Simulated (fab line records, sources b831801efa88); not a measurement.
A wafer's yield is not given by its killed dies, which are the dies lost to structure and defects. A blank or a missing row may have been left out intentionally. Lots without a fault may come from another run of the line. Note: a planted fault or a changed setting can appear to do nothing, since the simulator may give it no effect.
A sampling plan put to the test | flow gf180mcu | one fab line, 53 faults that these records tell of, each judged on the records of the lots that it struck; 1 more is left out, because the records don't allow judging it
The plan consists of the line's own looks: route steps at which the wafer is read by a gauge or an inspection but not changed. A look can be judged if struck wafers have a number there and the file gives its usual mean and standard deviation on fault-free wafers. Caught: at a look after the fault's first step, the mean of the struck wafers lies 4 or more of those standard deviations (sigma) from the usual mean. On the tool: the fault's steps, tested the same way using the tool's own readings. If the struck wafers alone have a blank record, or they carry another recipe, that too counts as caught.

== THE FAULTS, as the simulator had put them in ==
1. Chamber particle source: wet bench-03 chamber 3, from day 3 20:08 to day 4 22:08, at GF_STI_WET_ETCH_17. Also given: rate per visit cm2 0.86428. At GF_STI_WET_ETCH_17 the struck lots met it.
2. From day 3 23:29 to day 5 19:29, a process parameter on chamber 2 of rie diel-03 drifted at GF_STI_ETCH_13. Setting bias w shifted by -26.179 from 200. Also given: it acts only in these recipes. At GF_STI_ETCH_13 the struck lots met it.
3. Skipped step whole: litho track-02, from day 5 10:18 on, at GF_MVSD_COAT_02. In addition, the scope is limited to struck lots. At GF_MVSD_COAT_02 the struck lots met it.
4. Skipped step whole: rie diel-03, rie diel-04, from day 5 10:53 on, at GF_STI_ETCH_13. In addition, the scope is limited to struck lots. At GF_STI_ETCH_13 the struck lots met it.
5. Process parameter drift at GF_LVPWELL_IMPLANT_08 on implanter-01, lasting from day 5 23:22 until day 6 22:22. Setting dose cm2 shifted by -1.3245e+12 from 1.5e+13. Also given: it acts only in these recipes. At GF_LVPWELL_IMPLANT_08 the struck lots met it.
6. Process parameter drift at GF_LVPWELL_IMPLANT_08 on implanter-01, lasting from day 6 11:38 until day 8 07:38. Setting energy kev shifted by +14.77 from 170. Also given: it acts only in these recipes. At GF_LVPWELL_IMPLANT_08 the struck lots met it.
7. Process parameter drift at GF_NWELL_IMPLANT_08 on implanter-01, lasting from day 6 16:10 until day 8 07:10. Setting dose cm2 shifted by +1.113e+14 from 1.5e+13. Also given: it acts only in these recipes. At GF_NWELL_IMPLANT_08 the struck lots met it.
8. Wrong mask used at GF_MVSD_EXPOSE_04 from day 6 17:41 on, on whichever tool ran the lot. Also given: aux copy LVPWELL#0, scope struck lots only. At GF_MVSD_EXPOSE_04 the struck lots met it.
9. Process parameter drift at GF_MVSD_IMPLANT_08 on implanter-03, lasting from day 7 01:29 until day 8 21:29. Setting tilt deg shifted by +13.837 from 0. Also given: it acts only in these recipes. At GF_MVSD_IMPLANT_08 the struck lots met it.
10. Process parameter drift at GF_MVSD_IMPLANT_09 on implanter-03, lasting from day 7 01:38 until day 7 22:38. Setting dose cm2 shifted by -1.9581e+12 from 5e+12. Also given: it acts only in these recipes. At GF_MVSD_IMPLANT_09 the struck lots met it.
11. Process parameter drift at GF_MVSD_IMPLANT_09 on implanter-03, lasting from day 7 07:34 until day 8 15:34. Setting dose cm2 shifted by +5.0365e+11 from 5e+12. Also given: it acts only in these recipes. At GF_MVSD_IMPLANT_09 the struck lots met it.
12. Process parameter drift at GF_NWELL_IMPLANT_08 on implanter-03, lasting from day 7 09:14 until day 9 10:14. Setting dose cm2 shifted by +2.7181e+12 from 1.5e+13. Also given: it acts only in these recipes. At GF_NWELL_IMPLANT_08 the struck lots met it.
13. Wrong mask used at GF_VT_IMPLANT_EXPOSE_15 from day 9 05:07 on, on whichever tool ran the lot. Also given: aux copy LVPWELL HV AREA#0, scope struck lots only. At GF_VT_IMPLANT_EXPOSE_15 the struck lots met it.
14. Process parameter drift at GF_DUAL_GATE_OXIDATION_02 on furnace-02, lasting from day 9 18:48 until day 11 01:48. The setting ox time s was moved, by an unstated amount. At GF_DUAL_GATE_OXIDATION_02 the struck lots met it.
15. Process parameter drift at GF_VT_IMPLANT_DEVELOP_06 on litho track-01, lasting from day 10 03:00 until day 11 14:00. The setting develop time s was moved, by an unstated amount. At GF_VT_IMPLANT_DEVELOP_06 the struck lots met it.
16. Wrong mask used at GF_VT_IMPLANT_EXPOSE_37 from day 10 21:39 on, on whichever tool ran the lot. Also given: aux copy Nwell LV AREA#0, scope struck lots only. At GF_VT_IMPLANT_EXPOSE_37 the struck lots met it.
17. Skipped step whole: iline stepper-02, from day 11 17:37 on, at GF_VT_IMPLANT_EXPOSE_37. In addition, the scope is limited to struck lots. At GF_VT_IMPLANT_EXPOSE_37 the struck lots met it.
18. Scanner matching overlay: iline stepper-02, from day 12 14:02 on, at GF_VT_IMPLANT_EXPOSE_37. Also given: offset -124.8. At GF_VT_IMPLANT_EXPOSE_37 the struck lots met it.
19. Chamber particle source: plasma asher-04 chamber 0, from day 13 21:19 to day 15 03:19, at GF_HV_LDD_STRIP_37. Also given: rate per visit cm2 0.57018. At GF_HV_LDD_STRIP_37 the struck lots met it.
20. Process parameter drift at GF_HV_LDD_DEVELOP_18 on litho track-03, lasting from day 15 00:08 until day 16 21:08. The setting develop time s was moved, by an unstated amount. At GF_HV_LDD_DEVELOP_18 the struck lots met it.
21. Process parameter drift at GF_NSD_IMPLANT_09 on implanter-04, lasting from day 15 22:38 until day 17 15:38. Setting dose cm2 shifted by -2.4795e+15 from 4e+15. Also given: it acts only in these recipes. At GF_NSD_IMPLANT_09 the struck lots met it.
22. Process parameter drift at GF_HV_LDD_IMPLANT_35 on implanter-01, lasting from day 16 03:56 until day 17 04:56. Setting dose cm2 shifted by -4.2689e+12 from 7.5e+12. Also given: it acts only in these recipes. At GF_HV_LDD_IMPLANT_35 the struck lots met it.
23. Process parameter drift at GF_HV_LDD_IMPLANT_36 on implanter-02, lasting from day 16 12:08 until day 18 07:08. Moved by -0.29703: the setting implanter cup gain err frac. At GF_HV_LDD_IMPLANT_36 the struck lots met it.
24. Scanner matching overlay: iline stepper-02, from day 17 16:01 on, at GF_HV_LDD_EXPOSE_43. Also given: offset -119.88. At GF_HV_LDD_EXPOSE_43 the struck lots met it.
25. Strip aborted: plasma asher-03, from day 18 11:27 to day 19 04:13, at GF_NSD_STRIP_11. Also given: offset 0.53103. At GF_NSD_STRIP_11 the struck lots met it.
26. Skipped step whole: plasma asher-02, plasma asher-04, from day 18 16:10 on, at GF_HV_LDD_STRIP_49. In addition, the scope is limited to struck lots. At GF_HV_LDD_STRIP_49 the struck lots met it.
27. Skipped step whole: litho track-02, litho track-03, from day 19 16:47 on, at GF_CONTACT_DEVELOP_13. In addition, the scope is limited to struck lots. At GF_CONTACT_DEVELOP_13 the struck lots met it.
28. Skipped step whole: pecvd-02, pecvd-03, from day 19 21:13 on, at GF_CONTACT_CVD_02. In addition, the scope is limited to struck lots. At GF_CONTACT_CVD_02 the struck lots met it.
29. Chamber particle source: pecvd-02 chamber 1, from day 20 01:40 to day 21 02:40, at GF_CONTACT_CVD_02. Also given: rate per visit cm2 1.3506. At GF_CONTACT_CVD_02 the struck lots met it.
30. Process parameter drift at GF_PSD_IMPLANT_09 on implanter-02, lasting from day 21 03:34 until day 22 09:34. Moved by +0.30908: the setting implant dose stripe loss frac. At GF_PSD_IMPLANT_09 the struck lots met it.
31. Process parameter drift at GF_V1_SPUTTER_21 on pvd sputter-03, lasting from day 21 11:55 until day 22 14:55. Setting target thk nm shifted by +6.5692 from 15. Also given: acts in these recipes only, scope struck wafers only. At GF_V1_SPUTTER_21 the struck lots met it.
32. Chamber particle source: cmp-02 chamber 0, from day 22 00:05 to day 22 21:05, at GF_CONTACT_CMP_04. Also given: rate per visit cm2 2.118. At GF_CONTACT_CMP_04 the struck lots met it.
33. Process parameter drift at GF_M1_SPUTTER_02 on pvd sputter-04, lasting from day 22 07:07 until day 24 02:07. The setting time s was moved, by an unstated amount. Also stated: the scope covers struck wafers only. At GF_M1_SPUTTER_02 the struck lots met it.
34. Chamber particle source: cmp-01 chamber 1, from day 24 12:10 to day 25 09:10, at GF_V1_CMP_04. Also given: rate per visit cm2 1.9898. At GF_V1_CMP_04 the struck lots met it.
35. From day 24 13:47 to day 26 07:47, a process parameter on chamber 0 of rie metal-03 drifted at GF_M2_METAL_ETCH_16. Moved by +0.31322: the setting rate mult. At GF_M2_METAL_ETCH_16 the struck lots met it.
36. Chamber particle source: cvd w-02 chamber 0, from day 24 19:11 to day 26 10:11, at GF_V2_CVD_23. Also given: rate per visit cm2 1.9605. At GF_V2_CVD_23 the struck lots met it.
37. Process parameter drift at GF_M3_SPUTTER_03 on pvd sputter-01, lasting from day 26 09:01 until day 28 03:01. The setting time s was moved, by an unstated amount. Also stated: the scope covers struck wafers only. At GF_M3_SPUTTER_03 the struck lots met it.
38. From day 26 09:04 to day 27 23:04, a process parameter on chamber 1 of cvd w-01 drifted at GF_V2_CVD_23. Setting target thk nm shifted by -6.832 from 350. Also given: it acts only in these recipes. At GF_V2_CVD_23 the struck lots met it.
39. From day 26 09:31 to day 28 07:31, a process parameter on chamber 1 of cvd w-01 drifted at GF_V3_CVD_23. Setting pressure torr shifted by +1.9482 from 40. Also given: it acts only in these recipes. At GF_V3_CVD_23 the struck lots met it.
40. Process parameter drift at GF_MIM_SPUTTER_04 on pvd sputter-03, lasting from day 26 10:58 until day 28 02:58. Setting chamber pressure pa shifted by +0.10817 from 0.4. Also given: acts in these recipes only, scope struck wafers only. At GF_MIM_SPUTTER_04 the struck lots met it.
41. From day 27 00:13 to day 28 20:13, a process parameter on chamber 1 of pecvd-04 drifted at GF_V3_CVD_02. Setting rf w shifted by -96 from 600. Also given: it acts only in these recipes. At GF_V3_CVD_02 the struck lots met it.
42. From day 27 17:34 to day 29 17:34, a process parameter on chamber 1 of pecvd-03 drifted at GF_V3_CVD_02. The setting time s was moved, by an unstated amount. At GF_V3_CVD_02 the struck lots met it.
43. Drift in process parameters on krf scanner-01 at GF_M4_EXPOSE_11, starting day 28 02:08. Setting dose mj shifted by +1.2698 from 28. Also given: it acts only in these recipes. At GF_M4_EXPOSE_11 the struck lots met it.
44. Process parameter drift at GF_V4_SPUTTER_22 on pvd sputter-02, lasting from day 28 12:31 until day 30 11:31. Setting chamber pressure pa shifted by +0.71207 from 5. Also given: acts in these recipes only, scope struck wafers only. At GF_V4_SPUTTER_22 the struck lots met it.
45. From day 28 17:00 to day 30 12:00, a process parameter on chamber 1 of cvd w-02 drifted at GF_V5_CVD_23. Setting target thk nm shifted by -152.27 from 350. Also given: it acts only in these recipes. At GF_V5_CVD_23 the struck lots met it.
46. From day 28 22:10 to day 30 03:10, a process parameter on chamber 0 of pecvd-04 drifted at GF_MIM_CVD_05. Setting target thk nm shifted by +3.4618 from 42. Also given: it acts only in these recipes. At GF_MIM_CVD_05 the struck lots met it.
47. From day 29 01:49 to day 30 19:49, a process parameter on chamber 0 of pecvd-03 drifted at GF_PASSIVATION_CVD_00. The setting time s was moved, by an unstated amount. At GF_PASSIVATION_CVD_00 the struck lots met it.
48. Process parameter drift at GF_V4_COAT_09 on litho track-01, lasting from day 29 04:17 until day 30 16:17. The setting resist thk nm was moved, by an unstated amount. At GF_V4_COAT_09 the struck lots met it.
49. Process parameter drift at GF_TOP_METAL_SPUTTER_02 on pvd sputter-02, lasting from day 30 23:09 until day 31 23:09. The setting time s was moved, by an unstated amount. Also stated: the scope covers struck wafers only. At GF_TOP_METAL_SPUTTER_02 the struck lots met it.
50. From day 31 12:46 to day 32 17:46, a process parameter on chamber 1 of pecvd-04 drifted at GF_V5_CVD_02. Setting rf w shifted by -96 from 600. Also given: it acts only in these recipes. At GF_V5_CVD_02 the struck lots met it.
51. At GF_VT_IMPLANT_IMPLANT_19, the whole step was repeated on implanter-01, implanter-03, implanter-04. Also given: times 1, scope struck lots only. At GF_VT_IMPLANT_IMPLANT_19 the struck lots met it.
52. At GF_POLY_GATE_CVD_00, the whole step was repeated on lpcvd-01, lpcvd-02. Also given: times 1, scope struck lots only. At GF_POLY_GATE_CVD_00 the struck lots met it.
53. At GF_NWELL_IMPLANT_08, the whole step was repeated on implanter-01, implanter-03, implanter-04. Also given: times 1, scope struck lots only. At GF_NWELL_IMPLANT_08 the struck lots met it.

== WHAT THE PLAN SAW ==
fault | on the tool itself                               | first look that catches it                      | reading, sigma                                                        | median hours from its first step to that look | hours from the fault's start to the first struck lot there | judged looks passed uncaught
1     | no reading that can be judged                    | no look after it can be judged                  | -                                                                     | -                                             | -                                                          | 0
2     | bias w -42 sigma                                 | no look after it can be judged                  | -                                                                     | -                                             | -                                                          | 0
3     | the tool's record is blank for the struck wafers | GF_MVPSD_TW_MEAS_11                             | MVPSD_TW +99 or beyond                                                | 23.2                                          | 26                                                         | 0
4     | the tool's record is blank for the struck wafers | no look after it can be judged                  | -                                                                     | -                                             | -                                                          | 0
5     | dose ions cm2 -95 sigma                          | GF_VT_IMPLANT_RS_MEAS_48                        | LVPWELL_RS +18                                                        | 101.6                                         | 108                                                        | 0
6     | beam energy keV +99 or beyond sigma              | GF_VT_IMPLANT_RS_MEAS_48                        | LVPWELL_RS -6.0                                                       | 101.8                                         | 107                                                        | 0
7     | dose ions cm2 +99 or beyond sigma                | GF_NWELL_TW_MEAS_11                             | NWELL_TW +71                                                          | 0.4                                           | 5                                                          | 0
8     | no reading that can be judged                    | GF_MVSD_TW_MEAS_11                              | MVSD_TW -70                                                           | 8.4                                           | 12                                                         | 0
9     | tilt deg +99 or beyond sigma                     | GF_MVSD_TW_MEAS_11                              | MVSD_TW +8.8                                                          | 0.4                                           | 4                                                          | 0
10    | dose ions cm2 -99 or beyond sigma                | GF_VT_IMPLANT_RS_MEAS_46                        | MVSD_RS +31                                                           | 84.9                                          | 89                                                         | 0
11    | dose ions cm2 +99 or beyond sigma                | GF_VT_IMPLANT_RS_MEAS_46                        | MVSD_RS -5.1                                                          | 86.1                                          | 87                                                         | 0
12    | dose ions cm2 +99 or beyond sigma                | GF_VT_IMPLANT_RS_MEAS_47                        | NWELL_RS -35                                                          | 123.9                                         | 134                                                        | 1
13    | under 2 sigma                                    | GF_VT_IMPLANT_TW_MEAS_21                        | VT_IMPLANT_2_TW -99 or beyond                                         | 8.6                                           | 11                                                         | 0
14    | under 2 sigma                                    | GF_DUAL_GATE_THK_MEAS_03                        | DUAL_GATE_OXIDATION_00_THK -7.3                                       | 1.5                                           | 6                                                          | 0
15    | under 2 sigma                                    | GF_VT_IMPLANT_TW_MEAS_10                        | VT_IMPLANT_TW -99 or beyond                                           | 0.4                                           | 3                                                          | 0
16    | no reading that can be judged                    | GF_VT_IMPLANT_TW_MEAS_43                        | VT_IMPLANT_4_TW -99 or beyond                                         | 8.4                                           | 12                                                         | 0
17    | no reading that can be judged                    | no look after it can be judged                  | -                                                                     | -                                             | -                                                          | 0
18    | no reading that can be judged                    | GF_VT_IMPLANT_OVL_MEAS_40                       | VT_IMPLANT_03_OVL -88                                                 | 9.2                                           | 14                                                         | 0
19    | under 2 sigma                                    | not the one look that can be judged after it    | -                                                                     | -                                             | -                                                          | 1
20    | under 2 sigma                                    | GF_HV_LDD_TW_MEAS_23                            | HV_LDD_2_TW -79                                                       | 0.6                                           | 5                                                          | 0
21    | dose ions cm2 -99 or beyond sigma                | GF_PSD_RS_MEAS_14                               | NSD_RS +99 or beyond                                                  | 24.3                                          | 45                                                         | 1
22    | dose ions cm2 -99 or beyond sigma                | GF_HV_LDD_TW_MEAS_38                            | HV_LDD_3_TW -5.7                                                      | 0.4                                           | 11                                                         | 0
23    | beam on s +20 sigma                              | GF_HV_LDD_RS_MEAS_53                            | HV_LDD_RS -7.3                                                        | 24.1                                          | 43                                                         | 1
24    | no reading that can be judged                    | GF_HV_LDD_OVL_MEAS_47                           | HV_LDD_03_OVL -74                                                     | 11.1                                          | 15                                                         | 0
25    | oes product au -6.3 sigma                        | GF_PSD_TW_MEAS_11                               | PSD_TW -87                                                            | 24.7                                          | 41                                                         | 0
26    | the tool's record is blank for the struck wafers | no look after it can be judged                  | -                                                                     | -                                             | -                                                          | 0
27    | no reading that can be judged                    | no look after it can be judged                  | -                                                                     | -                                             | -                                                          | 0
28    | the tool's record is blank for the struck wafers | no look after it can be judged                  | -                                                                     | -                                             | -                                                          | 0
29    | under 2 sigma                                    | no look after it can be judged                  | -                                                                     | -                                             | -                                                          | 0
30    | under 2 sigma                                    | no look after it can be judged                  | -                                                                     | -                                             | -                                                          | 0
31    | under 2 sigma                                    | no look after it can be judged                  | -                                                                     | -                                             | -                                                          | 0
32    | under 2 sigma                                    | no look after it can be judged                  | -                                                                     | -                                             | -                                                          | 0
33    | under 2 sigma                                    | GF_M1_RS_MEAS_05                                | M1_ALCU_RS -18                                                        | 0.1                                           | 1                                                          | 0
34    | under 2 sigma                                    | no look after it can be judged                  | -                                                                     | -                                             | -                                                          | 0
35    | under 2 sigma                                    | no look after it can be judged                  | -                                                                     | -                                             | -                                                          | 0
36    | under 2 sigma                                    | none of the 3 looks that can be judged after it | -                                                                     | -                                             | -                                                          | 3
37    | under 2 sigma                                    | no look after it can be judged                  | -                                                                     | -                                             | -                                                          | 0
38    | under 2 sigma                                    | not the one look that can be judged after it    | -                                                                     | -                                             | -                                                          | 1
39    | chamber pressure Torr +20 sigma                  | not the one look that can be judged after it    | strongest: V3_W_RS at GF_V3_RS_MEAS_24, -2.1                          | -                                             | -                                                          | 1
40    | chamber pressure pa +99 or beyond sigma          | none of the 5 looks that can be judged after it | -                                                                     | -                                             | -                                                          | 5
41    | rf fwd power W -49 sigma                         | not the one look that can be judged after it    | strongest: V3_CVD_02_THK at GF_V3_THK_MEAS_03, -2.6                   | -                                             | -                                                          | 1
42    | run length s +23 sigma                           | GF_V3_THK_MEAS_03                               | V3_CVD_02_THK +10                                                     | 0.1                                           | 12                                                         | 0
43    | exposure dose mJ cm2 +9.7 sigma                  | GF_M4_CD_MEAS_14                                | cd nm -5.7                                                            | 9.7                                           | 19                                                         | 0
44    | chamber pressure pa +68 sigma                    | no look after it can be judged                  | -                                                                     | -                                             | -                                                          | 0
45    | under 2 sigma                                    | GF_V5_RS_MEAS_24                                | V5_W_RS +77                                                           | 0.1                                           | 14                                                         | 0
46    | under 2 sigma                                    | GF_MIM_THK_MEAS_06                              | MIM_CVD_05_THK +7.4                                                   | 0.0                                           | 4                                                          | 0
47    | run length s -6.1 sigma                          | not the one look that can be judged after it    | strongest: PASSIVATION_CVD_00_THK at GF_PASSIVATION_THK_MEAS_01, -2.8 | -                                             | -                                                          | 1
48    | under 2 sigma                                    | GF_V4_CD_MEAS_14                                | cd nm +10                                                             | 9.9                                           | 13                                                         | 0
49    | under 2 sigma                                    | GF_TOP_METAL_RS_MEAS_05                         | TOP_METAL_ALCU_RS -25                                                 | 0.1                                           | 4                                                          | 0
50    | rf fwd power W -44 sigma                         | not the one look that can be judged after it    | strongest: V5_CVD_02_THK at GF_V5_THK_MEAS_03, -2.4                   | -                                             | -                                                          | 1
51    | no reading that can be judged                    | GF_VT_IMPLANT_TW_MEAS_21                        | VT_IMPLANT_2_TW +33                                                   | 0.6                                           | -                                                          | 0
52    | under 2 sigma                                    | GF_POLY_GATE_THK_MEAS_01                        | POLY_GATE_CVD_00_THK +99 or beyond                                    | 4.8                                           | -                                                          | 0
53    | no reading that can be judged                    | GF_NWELL_TW_MEAS_11                             | NWELL_TW +17                                                          | 0.7                                           | -                                                          | 0
A dash: this means the fault isn't caught or the number doesn't appear in these records.

Caught at a look: 30 of 53. Caught on the tool: 24 of 53. By one or the other: 40 of 53.
Faults 2, 4, 26, 28, 39, 40, 41, 44, 47, 50 were caught on the tool alone.
Caught at a look alone: faults 8, 13, 14, 15, 16, 18, 20, 24, 33, 45, 46, 48, 49, 51, 52, 53.
Caught by neither: faults 1, 17, 19, 27, 29, 30, 31, 32, 34, 35, 36, 37, 38.

== THINNER SAMPLING ==
In the worst case, this is how late the first struck lot would be measured if the look that catches a fault measured only every second or every third lot, by lot number:
fault | struck lots at that look, in order of time | every lot | every second lot | every third lot
3     | L430, L431                                 | 26 h      | 33 h             | may miss all 2
5     | L596, L598, L599                           | 108 h     | 124 h            | may miss all 3
6     | L768, L769, L770                           | 107 h     | 112 h            | 118 h
7     | L196, L202                                 | 5 h       | may miss all 2   | may miss all 2
8     | L215                                       | 12 h      | may miss it      | may miss it
9     | L282, L283                                 | 4 h       | 9 h              | may miss all 2
10    | L624, L625                                 | 89 h      | 93 h             | may miss all 2
11    | L215, L220                                 | 87 h      | 119 h            | may miss all 2
12    | L402, L404                                 | 134 h     | may miss all 2   | may miss all 2
13    | L984                                       | 11 h      | may miss it      | may miss it
14    | L273, L275                                 | 6 h       | may miss all 2   | may miss all 2
15    | L842, L843                                 | 3 h       | 10 h             | may miss all 2
16    | L777                                       | 12 h      | may miss it      | may miss it
18    | L795, L797                                 | 14 h      | may miss all 2   | may miss all 2
20    | L126, L129                                 | 5 h       | 24 h             | may miss all 2
21    | L512, L513                                 | 45 h      | 58 h             | may miss all 2
22    | L815, L816                                 | 11 h      | 20 h             | may miss all 2
23    | L243, L244                                 | 43 h      | 44 h             | may miss all 2
24    | L272, L274, L275                           | 15 h      | 39 h             | may miss all 3
25    | L362                                       | 41 h      | may miss it      | may miss it
33    | L953, L957                                 | 1 h       | may miss all 2   | may miss all 2
42    | L405                                       | 12 h      | may miss it      | may miss it
43    | L727, L728                                 | 19 h      | 20 h             | may miss all 2
45    | L363, L366                                 | 14 h      | 41 h             | may miss all 2
46    | L330, L334                                 | 4 h       | may miss all 2   | may miss all 2
48    | L774, L776                                 | 13 h      | may miss all 2   | may miss all 2
49    | L798                                       | 4 h       | may miss it      | may miss it
Hours count from the start of the fault until the first struck lot that is measured. The test against the limit of 4 sigma pooled every struck wafer, which means one lot taken alone may stay below that limit. Other struck lots may not be in these records.

== THE LONGEST TIMED WAY FROM STEP TO LOOK ==
For fault 12, GF_NWELL_IMPLANT_08 and GF_VT_IMPLANT_RS_MEAS_47 are separated by a median of 123.9 hours. The look between them that can be judged stayed within 4 sigma: GF_NWELL_TW_MEAS_11.
